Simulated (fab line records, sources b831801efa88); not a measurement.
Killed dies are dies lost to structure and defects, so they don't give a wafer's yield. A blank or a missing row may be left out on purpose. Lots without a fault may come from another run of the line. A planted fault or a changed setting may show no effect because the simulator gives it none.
fab line records | flow gf180mcu
record lots=24 wafers=72 last_day=34
route steps=602 shown V1@359 V2@406 M3@411 V3@453 M4@473
lots that met no fault: from a run of the same line without faults
start_h: hours from the record's first day to the start of the lot's first wafer shown | wait_h: hours since the lot's step before | " the same as in the row above | L1.1+2: a row that stands for several wafers | - no value, or no start given | * or withheld: withheld | < > ~ a bound
route shown NAME@n: a module of which the file shows steps, and the number in the route of the first | usual: mean/standard deviation of fault-free wafers | same: alike in all rows | chamber/n: place in a boat | sites: the reading at each site | _std_site: their standard deviation | _edge_site: outer sites' mean less inner sites' | radius_mm: how far each site lies from the wafer's centre | mask NAME#n: copy n | behind: the tool/chamber that last shaped the wafer | hold: why the lot was held/for how many hours/how that ended | device: the transistor (n, p or np) that didn't switch | end of line: the same wafers' tests at the end of the route | a step without rows: its recipe alone | killed: dies lost to structure and defects at the first sort, not the wafer's yield | map: a wafer's dies, x killed, . not, _ none there
set.NAME: the setting as run; set.NAME@STEP: as run at that earlier step | model.NAME: the simulator's own value behind a step, which no gauge read
steps of the route over a sample of lots; a table a step, a row a wafer
services: from which hour (start_h, from the record's first day; less than 0 if before it) a tool's chamber was out of use, for how many hours, and why
## steps
# step GF_V1_RS_MEAS_24
# recipe thk_meas_gauge=four-point-probe reads=W_of_V1_CVD_23+TiN_of_V1_SPUTTER_22+Ti_of_V1_SPUTTER_21
# usual V1_W_RS=0.329/0.0038
# columns lot.wafer tool chamber start_h wait_h V1_W_RS[ohm/sq]
L074.2 film_metro-04 - 410.85 0.1 0.328
L074.4 " - " " 0.327
L074.6 " - " " 0.328
L075.2 film_metro-03 - 419.84 0.1 0.330
L075.3 " - " " 0.333
L075.6 " - " " 0.328
L076.1 film_metro-02 - 431.68 0.1 0.326
L076.4 " - " " 0.329
L076.5 " - " " 0.328
L077.3 film_metro-04 - 442.60 0.1 0.327
L077.5 " - " " 0.324
L077.6 " - " " 0.333
L078.3 film_metro-04 - 452.24 0.1 0.327
L078.4 " - " " 0.334
L078.6 " - " " 0.329
L079.1 film_metro-02 - 462.03 0.1 0.328
L079.3 " - " " 0.328
L079.6 " - " " 0.328
L080.3 film_metro-02 - 464.93 0.1 0.320
L080.4 " - " " 0.326
L080.6 " - " " 0.328
L081.1 film_metro-02 - 483.41 0.1 0.333
L081.2 " - " " 0.329
L081.3 " - " " 0.330
L082.1 film_metro-03 - 483.77 0.1 0.326
L082.4 " - " " 0.328
L082.6 " - " " 0.329
L083.3 film_metro-04 - 498.93 0.1 0.328
L083.4 " - " " 0.334
L083.5 " - " " 0.334
L084.1 film_metro-04 - 505.43 0.1 0.326
L084.2 " - " " 0.322
L084.5 " - " " 0.328
L085.2 film_metro-02 - 519.33 0.2 0.338
L085.4 " - " " 0.337
L085.6 " - " " 0.336
L086.1 film_metro-04 - 522.46 0.1 0.331
L086.2 " - " " 0.328
L086.4 " - " " 0.330
L087.3 film_metro-02 - 528.32 0.1 0.324
L087.4 " - " " 0.326
L087.6 " - " " 0.328
L088.1 film_metro-02 - 539.16 0.1 0.331
L088.3 " - " " 0.329
L088.4 " - " " 0.335
L089.2 film_metro-02 - 544.37 0.1 0.330
L089.3 " - " " 0.325
L089.5 " - " " 0.327
L090.3 film_metro-04 - 549.94 0.1 0.334
L090.4 " - " " 0.325
L090.6 " - " " 0.331
L091.2 film_metro-03 - 559.87 0.1 0.327
L091.4 " - " " 0.326
L091.6 " - " " 0.327
L092.1 film_metro-03 - 567.22 0.1 0.335
L092.2 " - " " 0.332
L092.4 " - " " 0.335
L093.1 film_metro-03 - 576.16 0.1 0.325
L093.3 " - " " 0.327
L093.4 " - " " 0.321
L094.1 film_metro-03 - 585.26 0.1 0.325
L094.3 " - " " 0.320
L094.6 " - " " 0.324
L095.1 film_metro-02 - 591.58 0.1 0.330
L095.2 " - " " 0.325
L095.3 " - " " 0.332
L096.3 film_metro-02 - 594.97 0.1 0.333
L096.5 " - " " 0.330
L096.6 " - " " 0.331
L097.1 film_metro-04 - 609.54 0.1 0.322
L097.2 " - " " 0.327
L097.4 " - " " 0.323
# step GF_V2_RS_MEAS_24
# recipe thk_meas_gauge=four-point-probe reads=W_of_V2_CVD_23+TiN_of_V2_SPUTTER_22+Ti_of_V2_SPUTTER_21
# usual V2_W_RS=0.326/0.0042
# columns lot.wafer tool chamber start_h wait_h V2_W_RS[ohm/sq]
L074.2 film_metro-02 - 463.23 0.1 0.322
L074.4 " - " " 0.322
L074.6 " - " " 0.325
L075.2 film_metro-02 - 472.11 0.1 0.323
L075.3 " - " " 0.323
L075.6 " - " " 0.325
L076.1 film_metro-02 - 483.91 0.1 0.322
L076.4 " - " " 0.324
L076.5 " - " " 0.325
L077.3 film_metro-01 - 494.31 0.1 0.323
L077.5 " - " " 0.332
L077.6 " - " " 0.326
L078.3 film_metro-01 - 503.31 0.1 0.322
L078.4 " - " " 0.317
L078.6 " - " " 0.325
L079.1 film_metro-04 - 513.50 0.1 0.328
L079.3 " - " " 0.321
L079.6 " - " " 0.331
L080.3 film_metro-01 - 515.49 0.1 0.327
L080.4 " - " " 0.333
L080.6 " - " " 0.328
L081.1 film_metro-02 - 532.82 0.1 0.328
L081.2 " - " " 0.330
L081.3 " - " " 0.325
L082.1 film_metro-01 - 533.47 0.1 0.330
L082.4 " - " " 0.320
L082.6 " - " " 0.322
L083.3 film_metro-02 - 548.04 0.1 0.325
L083.4 " - " " 0.327
L083.5 " - " " 0.321
L084.1 film_metro-02 - 553.46 0.1 0.327
L084.2 " - " " 0.330
L084.5 " - " " 0.333
L085.2 film_metro-02 - 567.53 0.1 0.324
L085.4 " - " " 0.325
L085.6 " - " " 0.331
L086.1 film_metro-04 - 570.17 0.1 0.318
L086.2 " - " " 0.324
L086.4 " - " " 0.322
L087.3 film_metro-04 - 575.85 0.1 0.333
L087.4 " - " " 0.326
L087.6 " - " " 0.322
L088.1 film_metro-04 - 586.47 0.1 0.322
L088.3 " - " " 0.323
L088.4 " - " " 0.319
L089.2 film_metro-02 - 590.90 0.1 0.326
L089.3 " - " " 0.332
L089.5 " - " " 0.325
L090.3 film_metro-04 - 595.60 0.1 0.332
L090.4 " - " " 0.329
L090.6 " - " " 0.329
L091.2 film_metro-04 - 606.06 0.1 0.324
L091.4 " - " " 0.322
L091.6 " - " " 0.323
L092.1 film_metro-02 - 612.22 0.1 0.325
L092.2 " - " " 0.325
L092.4 " - " " 0.332
L093.1 film_metro-01 - 621.16 0.1 0.324
L093.3 " - " " 0.320
L093.4 " - " " 0.321
L094.1 film_metro-04 - 630.16 0.1 0.321
L094.3 " - " " 0.319
L094.6 " - " " 0.319
L095.1 film_metro-02 - 636.03 0.1 0.323
L095.2 " - " " 0.322
L095.3 " - " " 0.324
L096.3 film_metro-02 - 639.08 0.1 0.326
L096.5 " - " " 0.328
L096.6 " - " " 0.331
L097.1 film_metro-01 - 652.90 0.1 0.325
L097.2 " - " " 0.324
L097.4 " - " " 0.325
# step GF_M3_SPUTTER_02
# recipe material=AlCu target_thk_nm=450 power_w=10600 time_s=23.9 chamber_pressure_pa=0.4
# usual cathode_dc_power_W=10600/1.9 throttle_valve_pct=30.0/0.87
# columns lot.wafer tool chamber start_h wait_h cathode_dc_power_W throttle_valve_pct
L074.2 pvd_sputter-02 - 463.82 0.0 10601 29.2
L074.4 " - " " 10600 29.3
L074.6 " - " " 10601 30.6
L075.2 pvd_sputter-04 - 472.70 0.0 10598 28.9
L075.3 " - " " 10597 28.2
L075.6 " - " " 10601 28.6
L076.1 pvd_sputter-04 - 484.69 0.0 10599 28.4
L076.4 " - " " 10597 31.4
L076.5 " - " " 10598 31.6
L077.3 pvd_sputter-01 - 494.96 0.0 10601 31.5
L077.5 " - " " 10598 29.8
L077.6 " - " " 10603 31.5
L078.3 pvd_sputter-01 - 503.88 0.0 10604 30.0
L078.4 " - " " 10599 29.7
L078.6 " - " " 10598 30.4
L079.1 pvd_sputter-02 - 514.11 0.0 10598 30.1
L079.3 " - " " 10597 29.0
L079.6 " - " " 10601 29.2
L080.3 pvd_sputter-04 - 516.06 0.0 10596 31.2
L080.4 " - " " 10602 30.2
L080.6 " - " " 10597 28.5
L081.1 pvd_sputter-02 - 533.43 0.0 10601 30.0
L081.2 " - " " 10597 30.2
L081.3 " - " " 10603 29.2
L082.1 pvd_sputter-01 - 534.08 0.0 10600 29.8
L082.4 " - " " 10599 31.7
L082.6 " - " " 10600 29.7
L083.3 pvd_sputter-02 - 548.61 0.0 10600 30.2
L083.4 " - " " 10599 30.4
L083.5 " - " " 10601 28.9
L084.1 pvd_sputter-01 - 554.07 0.0 10600 29.9
L084.2 " - " " 10597 29.8
L084.5 " - " " 10596 29.5
L085.2 pvd_sputter-04 - 568.12 0.0 10601 31.5
L085.4 " - " " 10600 28.7
L085.6 " - " " 10600 28.7
L086.1 pvd_sputter-02 - 570.78 0.0 10600 30.1
L086.2 " - " " 10598 30.1
L086.4 " - " " 10601 30.4
L087.3 pvd_sputter-04 - 576.43 0.0 10602 28.8
L087.4 " - " " 10600 30.3
L087.6 " - " " 10597 28.6
L088.1 pvd_sputter-02 - 587.08 0.0 10600 30.2
L088.3 " - " " 10602 29.1
L088.4 " - " " 10600 30.1
L089.2 pvd_sputter-01 - 591.49 0.0 10603 29.7
L089.3 " - " " 10601 31.4
L089.5 " - " " 10600 29.8
L090.3 pvd_sputter-04 - 596.17 0.0 10597 31.4
L090.4 " - " " 10601 28.4
L090.6 " - " " 10597 31.3
L091.2 pvd_sputter-02 - 606.65 0.0 10602 30.2
L091.4 " - " " 10601 29.2
L091.6 " - " " 10600 30.7
L092.1 pvd_sputter-02 - 612.83 0.0 10598 29.0
L092.2 " - " " 10603 30.5
L092.4 " - " " 10604 30.2
L093.1 pvd_sputter-02 - 621.77 0.0 10601 30.3
L093.3 " - " " 10598 29.1
L093.4 " - " " 10601 30.3
L094.1 pvd_sputter-02 - 630.77 0.0 10602 30.0
L094.3 " - " " 10604 30.5
L094.6 " - " " 10599 30.1
L095.1 pvd_sputter-04 - 636.64 0.0 10602 30.3
L095.2 " - " " 10599 31.7
L095.3 " - " " 10598 28.7
L096.3 pvd_sputter-02 - 639.65 0.0 10594 30.1
L096.5 " - " " 10599 30.1
L096.6 " - " " 10599 29.1
L097.1 pvd_sputter-02 - 653.51 0.0 10599 29.9
L097.2 " - " " 10600 29.0
L097.4 " - " " 10597 30.4
# step GF_M3_CD_MEAS_14
# recipe target_cd_nm=280
# usual cd_nm=279.7/1.4
# columns lot.wafer tool chamber start_h wait_h cd_nm
L074.2 cd_sem-01 - 488.14 0.1 280.6
L074.4 " - " " 282.6
L074.6 " - " " 280.7
L075.2 cd_sem-01 - 496.29 0.1 276.5
L075.3 " - " " 276.6
L075.6 " - " " 277.1
L076.1 cd_sem-02 - 508.53 0.1 279.8
L076.4 " - " " 281.1
L076.5 " - " " 280.8
L077.3 cd_sem-02 - 518.91 0.1 279.0
L077.5 " - " " 279.9
L077.6 " - " " 279.5
L078.3 cd_sem-02 - 526.92 0.1 280.1
L078.4 " - " " 279.2
L078.6 " - " " 279.3
L079.1 cd_sem-02 - 536.52 0.1 281.6
L079.3 " - " " 281.9
L079.6 " - " " 282.5
L080.3 cd_sem-02 - 538.56 0.1 280.7
L080.4 " - " " 280.7
L080.6 " - " " 280.5
L081.1 cd_sem-01 - 556.07 0.1 281.0
L081.2 " - " " 280.8
L081.3 " - " " 282.5
L082.1 cd_sem-01 - 556.58 0.1 279.0
L082.4 " - " " 278.4
L082.6 " - " " 278.7
L083.3 cd_sem-01 - 570.27 0.1 279.6
L083.4 " - " " 279.1
L083.5 " - " " 279.1
L084.1 cd_sem-02 - 576.02 0.1 279.1
L084.2 " - " " 281.1
L084.5 " - " " 278.6
L085.2 cd_sem-02 - 589.19 0.1 277.7
L085.4 " - " " 278.8
L085.6 " - " " 278.0
L086.1 cd_sem-02 - 592.18 0.1 279.7
L086.2 " - " " 278.6
L086.4 " - " " 279.6
L087.3 cd_sem-01 - 597.81 0.1 280.8
L087.4 " - " " 280.4
L087.6 " - " " 279.6
L088.1 cd_sem-02 - 607.78 0.1 277.7
L088.3 " - " " 278.4
L088.4 " - " " 278.6
L089.2 cd_sem-01 - 612.24 0.1 279.8
L089.3 " - " " 278.7
L089.5 " - " " 279.9
L090.3 cd_sem-02 - 616.91 0.1 281.1
L090.4 " - " " 280.5
L090.6 " - " " 280.7
L091.2 cd_sem-02 - 627.64 0.1 279.8
L091.4 " - " " 278.5
L091.6 " - " " 280.0
L092.1 cd_sem-01 - 633.72 0.1 279.1
L092.2 " - " " 280.7
L092.4 " - " " 280.3
L093.1 cd_sem-01 - 641.62 0.1 279.5
L093.3 " - " " 279.7
L093.4 " - " " 280.0
L094.1 cd_sem-02 - 650.68 0.1 279.4
L094.3 " - " " 280.3
L094.6 " - " " 280.3
L095.1 cd_sem-02 - 656.77 0.1 279.3
L095.2 " - " " 279.5
L095.3 " - " " 279.8
L096.3 cd_sem-02 - 659.21 0.1 281.8
L096.5 " - " " 281.0
L096.6 " - " " 280.1
L097.1 cd_sem-02 - 672.93 0.1 279.2
L097.2 " - " " 278.5
L097.4 " - " " 278.5
# step GF_V3_RS_MEAS_24
# recipe thk_meas_gauge=four-point-probe reads=W_of_V3_CVD_23+TiN_of_V3_SPUTTER_22+Ti_of_V3_SPUTTER_21
# usual V3_W_RS=0.324/0.0033
# columns lot.wafer tool chamber start_h wait_h V3_W_RS[ohm/sq]
L074.2 film_metro-04 - 514.18 0.1 0.319
L074.4 " - " " 0.319
L074.6 " - " " 0.321
L075.2 film_metro-03 - 522.33 0.2 0.320
L075.3 " - " " 0.322
L075.6 " - " " 0.326
L076.1 film_metro-02 - 534.63 0.1 0.325
L076.4 " - " " 0.324
L076.5 " - " " 0.323
L077.3 film_metro-03 - 544.51 0.1 0.326
L077.5 " - " " 0.325
L077.6 " - " " 0.326
L078.3 film_metro-02 - 551.16 0.1 0.324
L078.4 " - " " 0.322
L078.6 " - " " 0.322
L079.1 film_metro-04 - 561.20 0.1 0.328
L079.3 " - " " 0.327
L079.6 " - " " 0.324
L080.3 film_metro-04 - 563.14 0.1 0.321
L080.4 " - " " 0.323
L080.6 " - " " 0.327
L081.1 film_metro-03 - 579.25 0.1 0.320
L081.2 " - " " 0.323
L081.3 " - " " 0.322
L082.1 film_metro-02 - 580.76 0.1 0.327
L082.4 " - " " 0.322
L082.6 " - " " 0.324
L083.3 film_metro-04 - 593.61 0.1 0.319
L083.4 " - " " 0.319
L083.5 " - " " 0.317
L084.1 film_metro-03 - 599.80 0.1 0.324
L084.2 " - " " 0.327
L084.5 " - " " 0.324
L085.2 film_metro-04 - 612.92 0.1 0.320
L085.4 " - " " 0.316
L085.6 " - " " 0.319
L086.1 film_metro-02 - 616.24 0.1 0.325
L086.2 " - " " 0.327
L086.4 " - " " 0.327
L087.3 film_metro-04 - 620.94 0.1 0.321
L087.4 " - " " 0.325
L087.6 " - " " 0.319
L088.1 film_metro-04 - 630.86 0.1 0.324
L088.3 " - " " 0.327
L088.4 " - " " 0.320
L089.2 film_metro-03 - 635.97 0.1 0.326
L089.3 " - " " 0.329
L089.5 " - " " 0.328
L090.3 film_metro-02 - 640.23 0.1 0.324
L090.4 " - " " 0.328
L090.6 " - " " 0.326
L091.2 film_metro-04 - 650.28 0.1 0.321
L091.4 " - " " 0.323
L091.6 " - " " 0.323
L092.1 film_metro-03 - 656.46 0.1 0.324
L092.2 " - " " 0.329
L092.4 " - " " 0.322
L093.1 film_metro-03 - 663.72 0.1 0.322
L093.3 " - " " 0.326
L093.4 " - " " 0.323
L094.1 film_metro-02 - 672.86 0.1 0.328
L094.3 " - " " 0.331
L094.6 " - " " 0.329
L095.1 film_metro-03 - 678.31 0.1 0.325
L095.2 " - " " 0.328
L095.3 " - " " 0.324
L096.3 film_metro-04 - 680.65 0.1 0.320
L096.5 " - " " 0.324
L096.6 " - " " 0.321
L097.1 film_metro-03 - 694.66 0.1 0.317
L097.2 " - " " 0.317
L097.4 " - " " 0.320
# step GF_M4_STRIP_17
# recipe chemistry=O2/N2 power_w=1400 pressure_mtorr=1500 platen_temp_c=250 o2_flow_sccm=3000 n2_flow_sccm=300 overash_fraction=0.5
# usual chamber_pressure_mTorr=1500.0/1.4 drypump_motor_current_A=5.8/0.46 heater_power_w=328/24 oes_product_au=0.557/0.0048 strip_time_to_endpoint_s=7.87/0.051
# columns lot.wafer tool chamber start_h wait_h chamber_pressure_mTorr drypump_motor_current_A heater_power_w oes_product_au rf_hours_counter_h strip_time_to_endpoint_s
L074.2 plasma_asher-01 1 538.05 0.1 1498.6 6.0 348 0.552 43 7.78
L074.4 " 1 " " 1500.4 6.1 350 0.556 - 7.79
L074.6 " 0 " " 1500.6 5.8 308 0.558 - 7.88
L075.2 plasma_asher-01 1 545.94 0.1 1500.3 6.0 349 0.552 44 7.80
L075.3 " 0 " " 1502.4 5.8 301 0.553 - 7.89
L075.6 " 0 " " 1499.4 5.8 304 0.550 - 7.81
L076.1 plasma_asher-03 0 558.10 0.1 1500.9 6.6 301 0.558 95 7.88
L076.4 " 1 " " 1501.7 5.3 357 0.557 - 7.83
L076.5 " 1 " " 1500.8 5.4 369 0.560 - 7.89
L077.3 plasma_asher-03 1 567.43 0.1 1498.8 5.3 362 0.558 - 7.88
L077.5 " 1 " " 1499.2 5.3 362 0.557 - 7.90
L077.6 " 0 " " 1500.6 6.6 292 0.564 - 7.81
L078.3 plasma_asher-02 1 574.33 0.1 1499.9 5.2 313 0.557 - 7.84
L078.4 " 0 " " 1497.9 5.2 334 0.552 - 7.89
L078.6 " 1 " " 1499.6 5.2 302 0.552 - 7.76
L079.1 plasma_asher-01 1 584.30 0.1 1499.0 6.0 344 0.560 48 7.81
L079.3 " 0 " " 1501.6 5.8 303 0.555 - 7.81
L079.6 " 0 " " 1498.5 5.8 307 0.557 - 7.82
L080.3 plasma_asher-01 0 585.98 0.1 1500.0 5.8 302 0.552 - 7.89
L080.4 " 1 " " 1499.5 6.0 341 0.555 - 7.82
L080.6 " 1 " " 1500.4 6.1 353 0.557 - 7.85
L081.1 plasma_asher-03 0 601.39 0.1 1500.0 6.6 307 0.558 100 7.82
L081.2 " 1 " " 1499.8 5.4 365 0.554 100 7.78
L081.3 " 0 " " 1497.6 6.5 307 0.557 - 7.80
L082.1 plasma_asher-03 0 602.36 0.2 1500.5 6.6 303 0.559 100 7.88
L082.4 " 0 " " 1499.2 6.6 300 0.555 - 7.87
L082.6 " 0 " " 1496.9 6.6 303 0.562 - 7.87
L083.3 plasma_asher-03 0 615.83 0.1 1500.4 6.6 300 0.557 - 7.84
L083.4 " 1 " " 1502.2 5.4 359 0.554 - 7.79
L083.5 " 0 " " 1503.3 6.5 307 0.554 - 7.80
L084.1 plasma_asher-02 1 621.35 0.1 1499.4 5.2 313 0.552 81 7.80
L084.2 " 0 " " 1500.9 5.2 328 0.555 81 7.87
L084.5 " 1 " " 1499.4 5.2 307 0.549 - 7.83
L085.2 plasma_asher-03 1 634.80 0.1 1499.5 5.4 356 0.553 104 7.90
L085.4 " 1 " " 1498.8 5.4 348 0.552 - 7.86
L085.6 " 0 " " 1500.4 6.6 314 0.555 - 7.84
L086.1 plasma_asher-01 1 637.75 0.1 1496.4 6.0 350 0.561 52 7.87
L086.2 " 0 " " 1498.2 5.8 299 0.545 52 7.75
L086.4 " 0 " " 1501.1 5.8 306 0.564 - 7.82
L087.3 plasma_asher-01 0 641.42 0.1 1500.0 5.8 305 0.554 - 7.93
L087.4 " 1 " " 1499.7 6.0 357 0.552 - 7.86
L087.6 " 1 " " 1500.2 6.0 335 0.553 - 7.92
L088.1 plasma_asher-03 1 651.50 0.1 1498.9 5.4 365 0.558 106 7.94
L088.3 " 0 " " 1498.7 6.6 312 0.555 - 7.92
L088.4 " 1 " " 1502.5 5.3 358 0.556 - 7.98
L089.2 plasma_asher-02 1 656.94 0.1 1499.6 5.2 303 0.558 84 7.86
L089.3 " 0 " " 1502.1 5.2 336 0.558 - 7.94
L089.5 " 0 " " 1500.5 5.2 335 0.558 - 7.93
L090.3 plasma_asher-01 1 660.89 0.1 1501.4 6.1 350 0.560 - 7.91
L090.4 " 0 " " 1500.2 5.8 302 0.566 - 7.90
L090.6 " 0 " " 1502.4 5.8 300 0.550 - 7.93
L091.2 plasma_asher-03 0 669.75 0.1 1499.3 6.6 307 0.557 108 7.90
L091.4 " 1 " " 1498.0 5.3 359 0.567 - 7.93
L091.6 " 0 " " 1500.6 6.6 306 0.554 - 7.92
L092.1 plasma_asher-01 1 676.55 0.1 1500.5 6.0 352 0.562 56 7.83
L092.2 " 0 " " 1500.2 5.8 307 0.558 56 7.90
L092.4 " 1 " " 1502.0 6.0 350 0.563 - 7.91
L093.1 plasma_asher-01 0 683.99 0.1 1498.4 5.8 304 0.561 57 7.91
L093.3 " 0 " " 1499.8 5.8 294 0.558 - 7.88
L093.4 " 1 " " 1502.1 6.0 342 0.564 - 7.97
L094.1 plasma_asher-01 1 692.64 0.1 1501.6 6.0 342 0.559 58 7.92
L094.3 " 1 " " 1497.3 6.0 350 0.557 - 7.84
L094.6 " 1 " " 1501.2 6.0 345 0.566 - 7.89
L095.1 plasma_asher-02 0 697.25 0.1 1501.1 5.2 340 0.563 88 7.94
L095.2 " 1 " " 1498.2 5.2 323 0.565 88 7.89
L095.3 " 1 " " 1500.1 5.2 312 0.566 - 7.90
L096.3 plasma_asher-03 1 700.42 0.1 1499.6 5.3 357 0.561 - 7.95
L096.5 " 1 " " 1503.1 5.4 361 0.558 - 7.85
L096.6 " 0 " " 1500.9 6.6 301 0.564 - 7.92
L097.1 plasma_asher-01 1 713.25 0.1 1500.4 6.0 349 0.551 60 7.82
L097.2 " 0 " " 1499.6 5.8 308 0.557 60 7.77
L097.4 " 0 " " 1498.0 5.8 300 0.548 - 7.80
## services
# columns tool chamber start_h hours kind
pvd_sputter-02 0 461.77 - consumable_replace:kit
pvd_sputter-02 0 461.77 18.0 scheduled_down
pvd_sputter-02 0 461.77 18.0 vent_cycle
plasma_asher-01 - 465.64 2.0 repair
plasma_asher-02 - 472.49 1.0 repair
pvd_sputter-04 - 582.65 2.1 repair
pvd_sputter-01 3 595.63 - consumable_replace:kit
pvd_sputter-01 3 595.63 18.0 scheduled_down
pvd_sputter-01 3 595.63 18.0 vent_cycle
pvd_sputter-02 3 601.46 - consumable_replace:kit
pvd_sputter-02 3 601.46 18.0 scheduled_down
pvd_sputter-02 3 601.46 18.0 vent_cycle
plasma_asher-01 - 603.34 15.6 pm
plasma_asher-03 - 610.44 0.4 repair
pvd_sputter-01 - 639.09 2.1 repair
pvd_sputter-02 2 689.49 - consumable_replace:kit
pvd_sputter-02 2 689.49 18.0 scheduled_down
pvd_sputter-02 2 689.49 18.0 vent_cycle
pvd_sputter-01 - 694.86 0.5 repair
plasma_asher-03 - 702.67 2.8 pm
## key
fault none
